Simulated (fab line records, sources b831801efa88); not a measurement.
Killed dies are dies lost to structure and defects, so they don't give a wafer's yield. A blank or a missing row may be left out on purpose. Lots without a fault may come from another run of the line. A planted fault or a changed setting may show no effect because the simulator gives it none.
fab line records | flow gf180mcu
record lots=5 wafers=15 last_day=34
route steps=602 shown M2@371 V2@382
lots that met no fault: from a run of the same line without faults
start_h: hours from the record's first day to the start of the lot's first wafer shown | wait_h: hours since the lot's step before | " the same as in the row above | L1.1+2: a row that stands for several wafers | - no value, or no start given | * or withheld: withheld | < > ~ a bound
route shown NAME@n: a module of which the file shows steps, and the number in the route of the first | usual: mean/standard deviation of fault-free wafers | same: alike in all rows | chamber/n: place in a boat | sites: the reading at each site | _std_site: their standard deviation | _edge_site: outer sites' mean less inner sites' | radius_mm: how far each site lies from the wafer's centre | mask NAME#n: copy n | behind: the tool/chamber that last shaped the wafer | hold: why the lot was held/for how many hours/how that ended | device: the transistor (n, p or np) that didn't switch | end of line: the same wafers' tests at the end of the route | a step without rows: its recipe alone | killed: dies lost to structure and defects at the first sort, not the wafer's yield | map: a wafer's dies, x killed, . not, _ none there
set.NAME: the setting as run; set.NAME@STEP: as run at that earlier step | model.NAME: the simulator's own value behind a step, which no gauge read
lots at some steps of the route; a table a step, a row a wafer
services: from which hour (start_h, from the record's first day; less than 0 if before it) a tool's chamber was out of use, for how many hours, and why
## steps
# step GF_M2_COAT_09
# recipe resist=KrF spin_rpm=withheld resist_thk_nm=1000
# columns lot.wafer tool chamber start_h wait_h
L080.4+5+6 litho_track-04 0 480.81 0.1
L083.1+2+6 litho_track-04 0 512.99 0.1
L084.2+3+4 litho_track-04 0 521.06 0.1
L088.3+5+6 litho_track-02 0 542.96 0.1
L097.1+2+3 litho_track-04 0 612.54 0.1
# step GF_M2_SOFTBAKE_10
# recipe temp_c=130 time_s=60 resist=KrF
# usual plate_temp_C=130.00/0.16
# columns lot.wafer tool chamber start_h wait_h plate_temp_C
L080.4 litho_track-04 0 480.96 0.1 129.96
L080.5 " 0 " " 129.94
L080.6 " 0 " " 130.02
L083.1 litho_track-04 0 513.14 0.1 129.85
L083.2 " 0 " " 129.72
L083.6 " 0 " " 129.87
L084.2 litho_track-04 0 521.21 0.1 129.97
L084.3 " 0 " " 129.99
L084.4 " 0 " " 130.10
L088.3 litho_track-02 0 543.11 0.1 130.07
L088.5 " 0 " " 130.52
L088.6 " 0 " " 130.06
L097.1 litho_track-04 0 612.69 0.1 129.80
L097.2 " 0 " " 129.86
L097.3 " 0 " " 129.71
# step GF_M2_EXPOSE_11
# recipe mask_id=Metal2 target_cd_nm=280 na=0.68 source_shape=conventional sigma_outer=0.6 dose_mj=28
# usual reticle_temp_C=22.99/0.1
# columns lot.wafer tool chamber start_h wait_h mask reticle_temp_C
L080.4 krf_scanner-01 0 - - Metal2#0 23.13
L080.5 " 0 " " Metal2#0 23.11
L080.6 " 0 " " Metal2#0 23.07
L083.1 krf_scanner-02 0 - - Metal2#0 23.04
L083.2 " 0 " " Metal2#0 22.84
L083.6 " 0 " " Metal2#0 22.94
L084.2 krf_scanner-02 0 - - Metal2#0 22.91
L084.3 " 0 " " Metal2#0 22.87
L084.4 " 0 " " Metal2#0 22.97
L088.3 krf_scanner-02 0 - - Metal2#0 22.99
L088.5 " 0 " " Metal2#0 22.88
L088.6 " 0 " " Metal2#0 22.93
L097.1 krf_scanner-02 0 - - Metal2#0 22.93
L097.2 " 0 " " Metal2#0 23.05
L097.3 " 0 " " Metal2#0 22.97
# step GF_M2_PEB_12
# recipe peb_temp_c=135 peb_time_s=90 resist=KrF
# usual plate_temp_C=135.01/0.14
# columns lot.wafer tool chamber start_h wait_h plate_temp_C
L080.4 litho_track-02 0 - - 134.96
L080.5 " 0 " " 135.13
L080.6 " 0 " " 134.94
L083.1 litho_track-01 0 - - 134.95
L083.2 " 0 " " 135.03
L083.6 " 0 " " 135.02
L084.2 litho_track-04 0 - - 135.08
L084.3 " 0 " " 135.07
L084.4 " 0 " " 134.97
L088.3 litho_track-01 0 - - 134.80
L088.5 " 0 " " 135.00
L088.6 " 0 " " 134.84
L097.1 litho_track-04 0 - - 134.97
L097.2 " 0 " " 134.92
L097.3 " 0 " " 134.88
# step GF_M2_DEVELOP_13
# recipe develop_time_s=60 dev_temp_c=21
# columns lot.wafer tool chamber start_h wait_h
L080.4+5+6 litho_track-02 0 492.79 0.1
L083.1+2+6 litho_track-01 0 525.10 0.2
L084.2+3+4 litho_track-04 0 532.46 0.2
L088.3+5+6 litho_track-01 0 554.60 0.1
L097.1+2+3 litho_track-04 0 622.44 0.2
# step GF_M2_CD_MEAS_14
# recipe target_cd_nm=280
# usual cd_nm=279.5/1.5
# columns lot.wafer tool chamber start_h wait_h cd_nm
L080.4 cd_sem-02 - 492.92 0.1 278.9
L080.5 " - " " 279.1
L080.6 " - " " 278.3
L083.1 cd_sem-02 - 525.25 0.1 280.2
L083.2 " - " " 281.6
L083.6 " - " " 281.9
L084.2 cd_sem-01 - 532.61 0.1 278.7
L084.3 " - " " 279.4
L084.4 " - " " 280.2
L088.3 cd_sem-02 - 554.74 0.1 281.2
L088.5 " - " " 280.3
L088.6 " - " " 280.7
L097.1 cd_sem-02 - 622.59 0.1 277.1
L097.2 " - " " 277.7
L097.3 " - " " 277.4
# step GF_M2_OVL_MEAS_15
# usual M2_OVL=3/5.5
# columns lot.wafer tool chamber start_h wait_h M2_OVL[nm]
L080.4 overlay-01 - 493.00 0.1 5
L080.5 " - " " -11
L080.6 " - " " 6
L083.1 overlay-01 - 525.37 0.1 10
L083.2 " - " " -3
L083.6 " - " " 3
L084.2 overlay-01 - 532.71 0.1 3
L084.3 " - " " 0
L084.4 " - " " 0
L088.3 overlay-02 - 554.83 0.1 -5
L088.5 " - " " -8
L088.6 " - " " -9
L097.1 overlay-02 - 622.71 0.1 7
L097.2 " - " " 7
L097.3 " - " " 4
# step GF_M2_METAL_ETCH_16
# recipe chemistry=Cl2/BCl3 mask_material=KrF target_depth_nm=750.8 stop_on=SiO2 pressure_mtorr=8 icp_w=800 bias_w=140 Cl2_flow_sccm=80 bcl3_flow_sccm=40 time_s=125.1
# usual chamber_pressure_mTorr=8.001/0.0067 drypump_motor_current_A=5.5/0.59 oes_product_au=0.990/0.005 throttle_valve_pct=28.230/0.01
# columns lot.wafer tool chamber start_h wait_h chamber_pressure_mTorr drypump_motor_current_A oes_product_au rf_hours_counter_h throttle_valve_pct
L080.4 rie_metal-02 1 493.06 0.1 8.007 4.9 0.985 - 28.229
L080.5 " 1 " " 8.002 4.9 0.987 - 28.218
L080.6 " 0 " " 8.002 4.9 0.985 - 28.236
L083.1 rie_metal-01 1 525.40 0.0 7.996 6.7 0.997 11 28.241
L083.2 " 0 " " 8.012 5.7 0.985 14 28.227
L083.6 " 1 " " 7.998 6.7 0.984 - 28.224
L084.2 rie_metal-02 1 532.74 0.0 8.007 4.9 0.987 6 28.233
L084.3 " 0 " " 8.002 4.9 0.993 - 28.212
L084.4 " 1 " " 7.997 4.9 0.999 - 28.230
L088.3 rie_metal-03 0 554.94 0.1 7.999 5.7 0.987 - 28.239
L088.5 " 0 " " 8.005 5.6 0.986 - 28.230
L088.6 " 0 " " 8.001 5.6 0.982 - 28.253
L097.1 rie_metal-03 1 622.74 0.0 8.009 5.2 0.986 2 28.238
L097.2 " 0 " " 7.999 5.6 0.988 4 28.230
L097.3 " 1 " " 8.009 5.2 0.987 - 28.225
# step GF_M2_STRIP_17
# recipe chemistry=O2/N2 power_w=1400 pressure_mtorr=1500 platen_temp_c=250 o2_flow_sccm=3000 n2_flow_sccm=300 overash_fraction=0.5
# usual chamber_pressure_mTorr=1500.0/1.3 drypump_motor_current_A=5.8/0.37 heater_power_w=317/39 o2_flow_sccm=2999/10 oes_product_au=0.538/0.0048 strip_time_to_endpoint_s=7.39/0.042
# columns lot.wafer tool chamber start_h wait_h chamber_pressure_mTorr drypump_motor_current_A heater_power_w o2_flow_sccm oes_product_au rf_hours_counter_h strip_time_to_endpoint_s
L080.4 plasma_asher-04 1 493.18 0.1 1501.7 6.3 292 3009 0.548 - 7.47
L080.5 " 0 " " 1499.2 5.9 374 2984 0.544 - 7.41
L080.6 " 1 " " 1499.1 6.3 295 3010 0.538 - 7.41
L083.1 plasma_asher-04 0 525.53 0.1 1500.6 5.9 396 3002 0.538 45 7.33
L083.2 " 1 " " 1501.6 6.3 293 3002 0.541 45 7.40
L083.6 " 1 " " 1499.1 6.2 288 3005 0.531 - 7.41
L084.2 plasma_asher-02 1 532.87 0.1 1497.9 5.5 289 3011 0.537 85 7.38
L084.3 " 1 " " 1503.1 5.5 297 3004 0.539 - 7.43
L084.4 " 0 " " 1499.4 6.2 338 3003 0.543 - 7.40
L088.3 plasma_asher-04 1 555.15 0.2 1500.4 6.3 292 3002 0.543 - 7.44
L088.5 " 0 " " 1500.3 5.8 389 3011 0.548 - 7.48
L088.6 " 1 " " 1499.8 6.3 298 3020 0.542 - 7.45
L097.1 plasma_asher-01 0 622.87 0.1 1502.9 5.3 286 3015 0.549 19 7.39
L097.2 " 1 " " 1500.2 5.5 282 2997 0.540 19 7.42
L097.3 " 1 " " 1497.7 5.5 284 2996 0.536 - 7.42
# step GF_M2_STRIP_18
# recipe chemistry=post_etch_residue_remover time_s=1200 temp_c=72.5
# columns lot.wafer tool chamber start_h wait_h
L080.4+5+6 wet_bench-03 2 493.25 0.0
L083.1+2+6 wet_bench-01 0 525.63 0.1
L084.2+3+4 wet_bench-01 2 532.97 0.1
L088.3+5+6 wet_bench-03 3 555.21 0.0
L097.1+2+3 wet_bench-01 0 622.97 0.1
# step GF_M2_CLEAN_19
# recipe chemistry=DIW dry=n2_spin
# columns lot.wafer tool chamber start_h wait_h
L080.4+5+6 wet_bench-01 3 493.59 0.0
L083.1+2+6 wet_bench-03 0 526.01 0.0
L084.2+3+4 wet_bench-03 2 533.35 0.0
L088.3+5+6 wet_bench-03 1 555.96 0.0
L097.1+2+3 wet_bench-03 2 623.34 0.0
# step GF_V2_CVD_00
# recipe material=SiO2 target_thk_nm=600 sigma_open_frac=0.3 temp_c=400 time_s=100 sih4_flow_sccm=60 pressure_mtorr=6
# usual susceptor_temp_C=399.98/0.21
# columns lot.wafer tool chamber start_h wait_h susceptor_temp_C
L080.4 hdpcvd-01 1 493.73 0.0 399.88
L080.5 " 2 " " 399.76
L080.6 " 0 " " 399.83
L083.1 hdpcvd-02 0 526.10 0.0 399.95
L083.2 " 1 " " 400.16
L083.6 " 1 " " 400.02
L084.2 hdpcvd-01 2 533.45 0.0 399.89
L084.3 " 1 " " 399.73
L084.4 " 1 " " 400.11
L088.3 hdpcvd-02 2 556.16 0.0 400.09
L088.5 " 1 " " 399.91
L088.6 " 2 " " 400.01
L097.1 hdpcvd-02 1 623.44 0.0 399.87
L097.2 " 2 " " 399.50
L097.3 " 0 " " 399.90
# step GF_V2_THK_MEAS_01
# recipe reads=SiO2_of_V2_CVD_00
# usual V2_CVD_00_THK=602/6.6
# columns lot.wafer tool chamber start_h wait_h V2_CVD_00_THK[nm]
L080.4 film_metro-04 - 493.80 0.0 597
L080.5 " - " " 608
L080.6 " - " " 603
L083.1 film_metro-01 - 526.17 0.0 601
L083.2 " - " " 600
L083.6 " - " " 604
L084.2 film_metro-04 - 533.53 0.0 614
L084.3 " - " " 598
L084.4 " - " " 606
L088.3 film_metro-04 - 556.25 0.1 607
L088.5 " - " " 601
L088.6 " - " " 601
L097.1 film_metro-03 - 623.51 0.0 605
L097.2 " - " " 610
L097.3 " - " " 600
# step GF_V2_CVD_02
# recipe material=SiO2 target_thk_nm=850 precursor=TEOS temp_c=400 time_s=94.851 rf_w=600
# usual heater_power_w=704/120 susceptor_temp_C=399.99/0.24
# columns lot.wafer tool chamber start_h wait_h heater_power_w susceptor_temp_C
L080.4 pecvd-02 2 493.86 0.1 742 399.82
L080.5 " 0 " " 530 400.09
L080.6 " 1 " " 929 400.23
L083.1 pecvd-02 2 526.23 0.1 674 400.12
L083.2 " 1 " " 907 400.22
L083.6 " 0 " " 535 400.01
L084.2 pecvd-03 0 533.58 0.0 654 399.61
L084.3 " 2 " " 592 400.21
L084.4 " 1 " " 707 399.72
L088.3 pecvd-01 1 556.29 0.0 682 399.56
L088.5 " 0 " " 734 399.87
L088.6 " 1 " " 711 399.73
L097.1 pecvd-03 0 623.57 0.1 642 399.90
L097.2 " 2 " " 685 399.85
L097.3 " 1 " " 777 399.97
# step GF_V2_THK_MEAS_03
# recipe reads=SiO2_of_V2_CVD_02
# usual V2_CVD_02_THK=849/11
# columns lot.wafer tool chamber start_h wait_h V2_CVD_02_THK[nm]
L080.4 film_metro-04 - 493.93 0.0 859
L080.5 " - " " 864
L080.6 " - " " 853
L083.1 film_metro-01 - 526.30 0.0 828
L083.2 " - " " 842
L083.6 " - " " 852
L084.2 film_metro-01 - 533.66 0.0 857
L084.3 " - " " 851
L084.4 " - " " 866
L088.3 film_metro-03 - 556.46 0.1 841
L088.5 " - " " 859
L088.6 " - " " 853
L097.1 film_metro-03 - 623.64 0.0 855
L097.2 " - " " 826
L097.3 " - " " 828
# step GF_V2_CMP_04
# recipe material=SiO2 down_force_psi=4 platen_rpm=60 pad_velocity_m_s=0.94248
# usual motor_current_A=11.9/0.97 time_to_endpoint_s=79/5
# columns lot.wafer tool chamber start_h wait_h motor_current_A time_to_endpoint_s
L080.4 cmp-02 1 494.11 0.2 11.3 79
L080.6 " 2 " " 13.9 81
L080.5 " 3 " " 10.7 82
L083.1 cmp-01 0 526.36 0.1 10.5 68
L083.2 " 3 " " 11.0 82
L083.6 " 1 " " 11.9 86
L084.2 cmp-02 1 533.92 0.2 12.4 74
L084.4 " 3 " " 11.2 78
L084.3 " 0 " " 12.2 74
L088.3 cmp-01 1 556.65 0.2 11.8 76
L088.6 " 2 " " 12.3 80
L088.5 " 3 " " 11.2 84
L097.2 cmp-02 0 623.70 0.0 11.7 71
L097.3 " 2 " " 13.6 71
L097.1 " 3 " " 11.6 79
# step GF_V2_BOW_MEAS_05
# recipe mode=bow
# usual V2_BOW=98/7.4
# columns lot.wafer tool chamber start_h wait_h V2_BOW[um]
L080.4 film_metro-01 - 494.32 0.2 91
L080.5 " - " " 91
L080.6 " - " " 93
L083.1 film_metro-03 - 526.66 0.2 92
L083.2 " - " " 103
L083.6 " - " " 91
L084.2 film_metro-04 - 534.24 0.3 91
L084.3 " - " " 101
L084.4 " - " " 105
L088.3 film_metro-03 - 556.84 0.1 95
L088.5 " - " " 96
L088.6 " - " " 106
L097.1 film_metro-01 - 624.00 0.1 104
L097.2 " - " " 92
L097.3 " - " " 100
# step GF_V2_DEHYDRATE_06
# recipe temp_c=200 time_s=60
# usual plate_temp_C=200.01/0.17
# columns lot.wafer tool chamber start_h wait_h plate_temp_C
L080.4 litho_track-04 0 505.31 11.0 200.29
L080.5 " 0 " " 200.00
L080.6 " 0 " " 200.09
L083.1 litho_track-01 0 537.35 10.7 200.16
L083.2 " 0 " " 200.14
L083.6 " 0 " " 200.05
L084.2 litho_track-01 0 545.17 10.9 200.19
L084.3 " 0 " " 199.86
L084.4 " 0 " " 199.88
L088.3 litho_track-03 0 567.42 10.6 200.06
L088.5 " 0 " " 200.23
L088.6 " 0 " " 200.15
L097.1 litho_track-04 0 633.74 9.7 199.94
L097.2 " 0 " " 199.85
L097.3 " 0 " " 199.97
## services
# columns tool chamber start_h hours kind
krf_scanner-01 - 457.51 1.4 repair
cmp-02 - 460.01 1.3 repair
krf_scanner-01 - 473.49 1.0 pm
wet_bench-01 - 477.04 1.9 repair
krf_scanner-02 - 481.46 1.3 pm
rie_metal-02 - 488.73 0.1 repair
krf_scanner-02 - 490.76 14.4 repair
pecvd-03 1 505.21 6.4 repair
krf_scanner-02 - 508.24 3.6 pm
pecvd-02 - 533.40 28.1 pm
hdpcvd-02 - 539.25 15.0 pm
cmp-01 - 546.27 0.3 repair
hdpcvd-02 - 546.56 0.7 repair
cmp-01 - 550.51 2.6 repair
cmp-02 - 572.00 4.0 pm
cmp-02 - 573.46 1.5 repair
krf_scanner-02 - 576.27 4.4 pm
krf_scanner-02 - 586.69 1.0 pm
pecvd-03 - 591.12 14.0 pm
rie_metal-02 1 594.03 2.3 repair
rie_metal-02 0 601.39 14.7 repair
krf_scanner-02 - 609.90 0.8 pm
cmp-02 - 620.52 3.0 pm
cmp-01 - 633.70 5.7 pm
## key
fault none
